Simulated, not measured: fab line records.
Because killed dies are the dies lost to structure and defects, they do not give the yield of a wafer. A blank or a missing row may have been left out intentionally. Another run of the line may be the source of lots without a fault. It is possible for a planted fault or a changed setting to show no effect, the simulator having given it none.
Matching of chambers || flow sky130 || 4 sister chambers for SKY_CONTACT_CMP_04 on cmp-02
The step polishes SiO2. 8 wafers are shown with their chamber, then 10 later ones without.

== WAFERS WITH THEIR CHAMBER ==
{"wafer": "L080.3", "chamber": 2, "motor_current_A (A)": 13.7, "time_to_endpoint_s (s)": 83}
{"wafer": "L081.5", "chamber": 3, "motor_current_A (A)": 12.4, "time_to_endpoint_s (s)": 81}
{"wafer": "L081.6", "chamber": 2, "motor_current_A (A)": 13.2, "time_to_endpoint_s (s)": 81}
{"wafer": "L084.2", "chamber": 1, "motor_current_A (A)": 14.1, "time_to_endpoint_s (s)": 84}
{"wafer": "L084.3", "chamber": 0, "motor_current_A (A)": 12.3, "time_to_endpoint_s (s)": 80}
{"wafer": "L084.6", "chamber": 1, "motor_current_A (A)": 13.6, "time_to_endpoint_s (s)": 87}
{"wafer": "L088.3", "chamber": 3, "motor_current_A (A)": 13.1, "time_to_endpoint_s (s)": 82}
{"wafer": "L088.5", "chamber": 0, "motor_current_A (A)": 12.2, "time_to_endpoint_s (s)": 80}

== WAFERS WITHOUT THEIR CHAMBER ==
{"wafer": "L088.6", "motor_current_A (A)": 13.6, "time_to_endpoint_s (s)": 82}
{"wafer": "L090.1", "motor_current_A (A)": 12.3, "time_to_endpoint_s (s)": 77}
{"wafer": "L090.2", "motor_current_A (A)": 14.3, "time_to_endpoint_s (s)": 88}
{"wafer": "L090.5", "motor_current_A (A)": 13.4, "time_to_endpoint_s (s)": 85}
{"wafer": "L091.1", "motor_current_A (A)": 14.0, "time_to_endpoint_s (s)": 76}
{"wafer": "L091.5", "motor_current_A (A)": 12.8, "time_to_endpoint_s (s)": 82}
{"wafer": "L091.6", "motor_current_A (A)": 14.4, "time_to_endpoint_s (s)": 84}
{"wafer": "L096.1", "motor_current_A (A)": 12.8, "time_to_endpoint_s (s)": 79}
{"wafer": "L096.2", "motor_current_A (A)": 13.3, "time_to_endpoint_s (s)": 78}
{"wafer": "L096.4", "motor_current_A (A)": 13.6, "time_to_endpoint_s (s)": 84}

== CHAMBER TAKEN BY EACH ==
{"wafer": "L088.6", "from the rows above": 2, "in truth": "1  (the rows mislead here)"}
{"wafer": "L090.1", "from the rows above": "can't be placed: 0 or 3", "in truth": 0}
{"wafer": "L090.2", "from the rows above": 1, "in truth": 1}
{"wafer": "L090.5", "from the rows above": "can't be placed: 1 or 2 or 3", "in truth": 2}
{"wafer": "L091.1", "from the rows above": "can't be placed: 2 or 3 or 0", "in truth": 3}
{"wafer": "L091.5", "from the rows above": "can't be placed: 3 or 2 or 0", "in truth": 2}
{"wafer": "L091.6", "from the rows above": "can't be placed: 1 or 2", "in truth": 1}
{"wafer": "L096.1", "from the rows above": "can't be placed: 0 or 3 or 2", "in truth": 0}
{"wafer": "L096.2", "from the rows above": "can't be placed: 2 or 3 or 0", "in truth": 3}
{"wafer": "L096.4", "from the rows above": "can't be placed: 1 or 2 or 3", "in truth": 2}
Correctly placed: 1 of 10. Unplaceable from these rows: 8, with the true chamber sitting among the candidates in 8. Number placed wrongly: 1.
How it was worked out, from the rows above alone: a wafer's distance from a chamber is the root of the sum, over the readings, of the square of ((its reading less the chamber's mean) divided by the reading's scatter). The wafer belongs to the nearest chamber; if the next one is less than 2 further off, it can't be placed. The mean given for a chamber averages the wafers shown for that chamber. The scatter: the root of (the sum of the squares of (reading less its chamber's mean) over the shown wafers, divided by (wafers less chambers)).
